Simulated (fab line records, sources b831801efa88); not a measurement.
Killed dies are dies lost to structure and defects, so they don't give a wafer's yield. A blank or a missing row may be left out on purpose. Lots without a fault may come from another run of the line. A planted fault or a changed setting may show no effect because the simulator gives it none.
Chamber matching | flow gf180mcu | GF_V5_CVD_02 on pecvd-02: 3 sister chambers
The step deposits SiO2 from TEOS, target thk 1450 nm, time 163.28 s. 3 wafers are shown with their chamber, then 8 later ones without.

WAFERS WITH THEIR CHAMBER
wafer  | chamber | heater_power_w (W)
L485.1 | 2       | 664
L485.3 | 0       | 575
L488.1 | 1       | 732

WAFERS WITHOUT THEIR CHAMBER
wafer  | heater_power_w (W)
L488.4 | 731
L488.6 | 645
L489.2 | 780
L489.4 | 645
L489.5 | 523
L497.3 | 763
L497.4 | 539
L497.6 | 606

WHICH CHAMBER EACH WENT THROUGH
wafer  | from the rows above     | in truth
L488.4 | can't be placed: 1 or 2 | 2
L488.6 | can't be placed: 2 or 0 | 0
L489.2 | 1                       | 1
L489.4 | can't be placed: 2 or 0 | 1
L489.5 | 0                       | 0
L497.3 | 1                       | 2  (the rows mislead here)
L497.4 | 0                       | 0
L497.6 | can't be placed: 0 or 2 | 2
Placed correctly: 3 of 8. Can't be placed from these rows: 4 (the true chamber is among the candidates in 3). Placed wrongly: 1.
How it was worked out, from the rows above alone: a wafer's distance from a chamber is the root of the sum, over the readings, of the square of ((its reading less the chamber's mean) divided by the reading's scatter). The wafer belongs to the nearest chamber; if the next one is less than 2 further off, it can't be placed. A chamber's mean is the mean of its shown wafers. The scatter: with one shown wafer a chamber, the root of the mean of the squares of how far each hidden wafer lies from its nearest shown one.
